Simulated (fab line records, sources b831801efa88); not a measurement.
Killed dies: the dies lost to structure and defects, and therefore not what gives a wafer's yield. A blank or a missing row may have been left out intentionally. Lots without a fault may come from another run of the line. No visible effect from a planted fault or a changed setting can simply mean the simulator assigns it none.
Which tool is to blame? :: flow sky130 :: Sampling: 13 lots, 39 wafers, 3 of 708 route steps

== WHAT THE GAUGES SHOWED, per wafer ==
SKY_VT_ADJUST_HVTP_OVL_MEAS_08. Usual: for VT_ADJUST_HVTP_OVL the level is 0.8 nm and the standard deviation is 1.4.
lot: L122
measured: day 6 03:46
on: overlay-01
VT_ADJUST_HVTP_OVL (nm): 1.2 -1.1 -0.1
flag: 

lot: L123
measured: day 6 05:40
on: overlay-02
VT_ADJUST_HVTP_OVL (nm): 1.2 2.4 3.1
flag: 

lot: L126
measured: day 7 17:24
on: overlay-01
VT_ADJUST_HVTP_OVL (nm): 0.1 0.7 1.1
flag: 

lot: L130
measured: day 8 20:11
on: overlay-02
VT_ADJUST_HVTP_OVL (nm): 1.0 1.3 -0.1
flag: 

lot: L132
measured: day 9 01:27
on: overlay-01
VT_ADJUST_HVTP_OVL (nm): -0.6 0.0 1.0
flag: 

lot: L133
measured: day 9 01:46
on: overlay-02
VT_ADJUST_HVTP_OVL (nm): 2.6 1.2 2.6
flag: 

lot: L135
measured: day 10 02:01
on: overlay-01
VT_ADJUST_HVTP_OVL (nm): 1.6 1.3 1.8
flag: 

lot: L136
measured: day 10 02:27
on: overlay-02
VT_ADJUST_HVTP_OVL (nm): 2.7 3.8 1.0
flag: 

lot: L138
measured: day 10 15:22
on: overlay-01
VT_ADJUST_HVTP_OVL (nm): -0.3 0.2 0.4
flag: 

lot: L140
measured: day 10 20:12
on: overlay-02
VT_ADJUST_HVTP_OVL (nm): 2.9 2.6 3.9
flag: 

lot: L143
measured: day 11 18:16
on: overlay-02
VT_ADJUST_HVTP_OVL (nm): 1.1 2.4 0.2
flag: 

lot: L144
measured: day 11 22:37
on: overlay-01
VT_ADJUST_HVTP_OVL (nm): 1.9 1.4 2.5
flag: 

lot: L145
measured: day 12 05:16
on: overlay-01
VT_ADJUST_HVTP_OVL (nm): 0.7 -0.5 0.1
flag: 

SKY_LDD_N_TW_MEAS_17. Usual: for LDD_N_TW the level is 2568 and the standard deviation is 13.
lot: L122
measured: day 17 15:20
on: film-metro-03
LDD_N_TW: 2577 2567 2564
flag: 

lot: L123
measured: day 17 20:18
on: film-metro-02
LDD_N_TW: 2551 2563 2566
flag: 

lot: L126
measured: day 20 03:38
on: film-metro-03
LDD_N_TW: 2570 2563 2570
flag: 

lot: L130
measured: day 21 20:09
on: film-metro-03
LDD_N_TW: 2577 2574 2582
flag: 

lot: L132
measured: day 22 01:26
on: film-metro-02
LDD_N_TW: 2569 2574 2560
flag: 

lot: L133
measured: day 22 03:27
on: film-metro-02
LDD_N_TW: 2583 2576 2581
flag: 

lot: L135
measured: day 23 08:56
on: film-metro-03
LDD_N_TW: 2561 2567 2565
flag: 

lot: L136
measured: day 23 15:47
on: film-metro-02
LDD_N_TW: 2576 2575 2569
flag: 

lot: L138
measured: day 24 05:32
on: film-metro-03
LDD_N_TW: 2538 2550 2541
flag: 

lot: L140
measured: day 24 09:50
on: film-metro-02
LDD_N_TW: 2559 2549 2570
flag: 

lot: L143
measured: day 25 18:55
on: film-metro-01
LDD_N_TW: 2563 2565 2558
flag: 

lot: L144
measured: day 25 18:53
on: film-metro-03
LDD_N_TW: 2593 2595 2593
flag: 

lot: L145
measured: day 26 01:08
on: film-metro-01
LDD_N_TW: 2570 2572 2566
flag: 

== WHAT TOOL EACH LOT RAN ON (gives the tool, then ch and the chambers of the sampled wafers, and finally the start) ==
lot: L122
SKY_VT_ADJUST_HVTP_STRIP_10: plasma-asher-01 ch 0,1, day 6 03:57

lot: L123
SKY_VT_ADJUST_HVTP_STRIP_10: plasma-asher-03 ch 0,1, day 6 05:51

lot: L126
SKY_VT_ADJUST_HVTP_STRIP_10: plasma-asher-03 ch 0,1, day 7 17:35

lot: L130
SKY_VT_ADJUST_HVTP_STRIP_10: plasma-asher-01 ch 0,1, day 8 20:23

lot: L132
SKY_VT_ADJUST_HVTP_STRIP_10: plasma-asher-01 ch 0,1, day 9 01:38

lot: L133
SKY_VT_ADJUST_HVTP_STRIP_10: plasma-asher-03 ch 0,1, day 9 01:58

lot: L135
SKY_VT_ADJUST_HVTP_STRIP_10: plasma-asher-02 ch 0, day 10 02:11

lot: L136
SKY_VT_ADJUST_HVTP_STRIP_10: plasma-asher-03 ch 0,1, day 10 02:38

lot: L138
SKY_VT_ADJUST_HVTP_STRIP_10: plasma-asher-01 ch 0,1, day 10 15:33

lot: L140
SKY_VT_ADJUST_HVTP_STRIP_10: plasma-asher-01 ch 0,1, day 10 20:23

lot: L143
SKY_VT_ADJUST_HVTP_STRIP_10: plasma-asher-02 ch 0,1, day 11 18:27

lot: L144
SKY_VT_ADJUST_HVTP_STRIP_10: plasma-asher-01 ch 0,1, day 11 22:47

lot: L145
SKY_VT_ADJUST_HVTP_STRIP_10: plasma-asher-01 ch 0,1, day 12 05:27
- SKY_VT_ADJUST_HVTP_STRIP_10: strips in O2/N2.

== WHAT THE TOOLS THEMSELVES READ (means of the sampled wafers that have a number; where no wafer has one, the mark that the record gives instead) ==
SKY_VT_ADJUST_HVTP_STRIP_10. Usual: drypump-motor-current-A 5.78 A, standard deviation 0.16; oes-product-au 0.716 a.u., standard deviation 0.0046; strip-time-to-endpoint-s 14.04 s, standard deviation 0.041.
lot: L122
tool: plasma-asher-01
drypump-motor-current-A (A): 5.81
oes-product-au (a.u.): 0.716
strip-time-to-endpoint-s (s): 14.02
flag: 

lot: L123
tool: plasma-asher-03
drypump-motor-current-A (A): 5.73
oes-product-au (a.u.): 0.718
strip-time-to-endpoint-s (s): 14.06
flag: 

lot: L126
tool: plasma-asher-03
drypump-motor-current-A (A): 5.73
oes-product-au (a.u.): 0.717
strip-time-to-endpoint-s (s): 14.07
flag: 

lot: L130
tool: plasma-asher-01
drypump-motor-current-A (A): 5.80
oes-product-au (a.u.): 0.718
strip-time-to-endpoint-s (s): 14.07
flag: 

lot: L132
tool: plasma-asher-01
drypump-motor-current-A (A): 5.80
oes-product-au (a.u.): 0.718
strip-time-to-endpoint-s (s): 13.98
flag: 

lot: L133
tool: plasma-asher-03
drypump-motor-current-A (A): 5.71
oes-product-au (a.u.): 0.721
strip-time-to-endpoint-s (s): 14.09
flag: 

lot: L135
tool: plasma-asher-02
drypump-motor-current-A (A): 5.53
oes-product-au (a.u.): 0.720
strip-time-to-endpoint-s (s): 14.03
flag: 

lot: L136
tool: plasma-asher-03
drypump-motor-current-A (A): 5.71
oes-product-au (a.u.): 0.714
strip-time-to-endpoint-s (s): 14.02
flag: 

lot: L138
tool: plasma-asher-01
drypump-motor-current-A (A): 5.80
oes-product-au (a.u.): 0.716
strip-time-to-endpoint-s (s): 14.06
flag: 

lot: L140
tool: plasma-asher-01
drypump-motor-current-A (A): 5.78
oes-product-au (a.u.): 0.720
strip-time-to-endpoint-s (s): 14.12
flag: 

lot: L143
tool: plasma-asher-02
drypump-motor-current-A (A): 5.78
oes-product-au (a.u.): 0.718
strip-time-to-endpoint-s (s): 14.04
flag: 

lot: L144
tool: plasma-asher-01
drypump-motor-current-A (A): 5.82
oes-product-au (a.u.): 0.715
strip-time-to-endpoint-s (s): 13.99
flag: 

lot: L145
tool: plasma-asher-01
drypump-motor-current-A (A): 5.80
oes-product-au (a.u.): 0.718
strip-time-to-endpoint-s (s): 14.04
flag: 

== THE ANSWER, worked out from the rows above alone ==
Rule: lot off if the mean of its wafers having a number is beyond 3 standard deviations from the usual mean. Also off: a lot with no number at a reading for which 4 or more lots have one. Where the step has rows for the other lots, those lots are counted as sound. The gauges are gone through in route order, then the tools' own readings, and for those a lot's mean is taken as printed above. The first step at which some lot is off is used, and at that step the reading that is off furthest; a lot without a number counts as furthest.
No lot is off on any of the readings shown, so nothing can be concluded from this.

== WHAT WAS PUT IN BY THE SIMULATOR ==
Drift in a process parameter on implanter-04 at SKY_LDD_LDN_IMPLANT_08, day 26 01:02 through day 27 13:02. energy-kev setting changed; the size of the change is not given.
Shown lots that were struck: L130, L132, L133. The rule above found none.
